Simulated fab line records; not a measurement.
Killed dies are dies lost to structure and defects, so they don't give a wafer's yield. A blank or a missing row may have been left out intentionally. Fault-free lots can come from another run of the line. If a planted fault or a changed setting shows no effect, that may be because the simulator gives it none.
Comparing a struck lot with a sound one ; flow sky130 ; 23 steps out of a route of 708
Sound: the wafers L147.2, L147.3, L147.5. Wafers L150.4, L150.5, L150.6 were the ones struck. The cause is named last.
Per side, at each step with rows, come the tool, then ch with its chambers, and then its first start. Under that, the readings that differ: sound wafers ; struck wafers ; difference of the means ; sigmas: that difference in standard deviations of wafers without a fault.
alike: readings with means less than 2 such deviations apart, plus words and numbers identical on both sides. not compared: withheld readings, readings lacking a value on some wafer, bounds such as >300 that could conceal the same value, and numbers that have no deviation in the record and whose values overlap.
Wherever a step has rows on one side only, a row that says differs or no value, or a row with sigmas, the two part there. Non-overlapping numbers with no deviation appear without sigmas and do not part them. Lack of a reading on every wafer of one side parts them only where that side has two or more wafers.

SKY_LI_CONTACT_SPUTTER_19: material Ti, target thk 20 nm, time 106.37 s.
  sound on pvd sputter-02, day 32 08:56; struck on pvd sputter-01, day 33 17:01
  alike: throttle valve pct
SKY_LI_CONTACT_SPUTTER_20: material TiN, target thk 20 nm, time 80 s.
  sound on pvd sputter-02, day 32 09:01; struck on pvd sputter-01, day 33 17:05
  alike: throttle valve pct
then, 1 step without rows for these wafers: SKY_LI_CONTACT_CVD_21 (deposits W, target thk 400 nm, time 120.56 s).
SKY_LI_CONTACT_RS_MEAS_22: measures by four-point-probe.
  sound on film metro-01, day 32 09:13; struck on film metro-02, day 33 17:20
  alike: LI_CONTACT_W_RS
SKY_LI_CONTACT_THK_MEAS_23: measures by xrf.
  sound on film metro-01, day 32 09:20; struck on film metro-02, day 33 17:25
  alike: LI_CONTACT_W_THK
SKY_LI_CONTACT_CMP_24: polishes, stops on PSG, t overpolish 20 s, target thk 0 nm.
  sound on cmp-01 ch 0,1, day 32 09:23; struck on cmp-01 ch 0,1,3, day 33 17:36
  alike: motor current A, overpolish run s, time to endpoint s
then, 1 step without rows for these wafers: SKY_LOCAL_INTERCONNECT_SPUTTER_00 (material TiN, target thk 100 nm, time 83.3 s).
SKY_LOCAL_INTERCONNECT_RS_MEAS_01: measures by four-point-probe.
  sound on film metro-02, day 32 09:46; struck on film metro-02, day 33 17:52
  alike: LOCAL_INTERCONNECT_TIN_RS
SKY_LOCAL_INTERCONNECT_THK_MEAS_02: measures by xrf.
  sound on film metro-02, day 32 09:53; struck on film metro-02, day 33 17:58
  alike: LOCAL_INTERCONNECT_TIN_THK
then, 3 steps without rows for these wafers: SKY_LOCAL_INTERCONNECT_DEHYDRATE_03 (time 60 s); SKY_LOCAL_INTERCONNECT_HMDS_04 (prime time 60 s); SKY_LOCAL_INTERCONNECT_COAT_05 (resist thk 60 nm).
SKY_LOCAL_INTERCONNECT_COAT_06: resist thk 450 nm.
  sound on litho track-03 ch 0, day 32 22:00; struck on litho track-04 ch 0, day 34 07:00
reading;sound;struck;difference;sigmas
spin speed rpm (rpm);2998.9 3002.2 3001.1;2946.6 2950.8 2949.3;-51.8;-26
model.KrF-thick_of_LOCAL_INTERCONNECT_COAT_06.thk nm (nm);450.7 450.7 449.6;454.4 455.1 452.6;+3.7;
then, 4 steps without rows for these wafers: SKY_LOCAL_INTERCONNECT_SOFTBAKE_07 (time 90 s); SKY_LOCAL_INTERCONNECT_EXPOSE_08 (exposes mask LI1M, target cd 170 nm); SKY_LOCAL_INTERCONNECT_PEB_09; SKY_LOCAL_INTERCONNECT_DEVELOP_10 (develop time 60 s).
SKY_LOCAL_INTERCONNECT_CD_MEAS_11 targets a cd of 170 nm.
  sound on cd sem-02, day 33 11:55; struck on cd sem-02, day 34 21:11
  alike: cd nm
SKY_LOCAL_INTERCONNECT_OVL_MEAS_12:
  sound on overlay-02, day 33 12:01; struck on overlay-02, day 34 21:16
  alike: LOCAL_INTERCONNECT_OVL
SKY_LOCAL_INTERCONNECT_ETCH_13: etches BARC in N2/H2, stops on SiO2, time 45.9 s, target depth 60 nm.
  sound on rie metal-01 ch 0,1, day 33 12:03; struck on rie metal-03 ch 0,1, day 34 21:19
  alike: chamber pressure mTorr, drypump motor current A, n2 flow sccm, oes product au, throttle valve pct
  not compared: rf hours counter h
SKY_LOCAL_INTERCONNECT_METAL_ETCH_14: etches TiN in Cl2/BCl3, stops on PSG, target depth 110 nm, time 31.4 s.
  sound on rie metal-01 ch 0,1, day 33 12:07; struck on rie metal-03 ch 0,1, day 34 21:22
reading;sound;struck;difference;sigmas
model.KrF-thick_of_LOCAL_INTERCONNECT_COAT_06.thk nm (nm);349.8 350.1 349.4;352.7 352.9 350.5;+2.3;
  alike: bcl3 flow sccm, chamber pressure mTorr, drypump motor current A, oes product au, throttle valve pct
  not compared: rf hours counter h
SKY_LOCAL_INTERCONNECT_STRIP_15: strips in O2/N2.
  sound on plasma asher-03 ch 0,1, day 33 12:10; struck on plasma asher-04 ch 0,1, day 34 21:26
  alike: chamber pressure mTorr, drypump motor current A, n2 flow sccm, o2 flow sccm, oes product au, strip time to endpoint s
  not compared: rf hours counter h
-- a jump in the record: the struck wafers' starts before and after are 14 days apart (it breaks off in module LOCAL_INTERCONNECT and resumes in module PAD_OPEN, where the first step shown is number 708 of the route) --
SKY_PAD_OPEN_PROBE_99:
  sound on prober-01, day 48 01:46; struck on prober-02, day 49 02:44
  alike: killed_at_M0_to_M3, killed_at_M4_up, killed at contacts, killed at front end, killed at other, killed dies, killed open, killed short

== WHERE THEY PART ==
SKY_LOCAL_INTERCONNECT_COAT_06 only, going by this record. Later steps at which nothing parts them and some readings are alike: SKY_LOCAL_INTERCONNECT_CD_MEAS_11, SKY_LOCAL_INTERCONNECT_OVL_MEAS_12, SKY_LOCAL_INTERCONNECT_ETCH_13, SKY_LOCAL_INTERCONNECT_METAL_ETCH_14, SKY_LOCAL_INTERCONNECT_STRIP_15, SKY_PAD_OPEN_PROBE_99.

WHY: whatever the simulator had introduced
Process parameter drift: litho track-04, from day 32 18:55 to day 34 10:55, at SKY_LOCAL_INTERCONNECT_COAT_06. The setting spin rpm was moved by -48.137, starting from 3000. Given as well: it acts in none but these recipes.
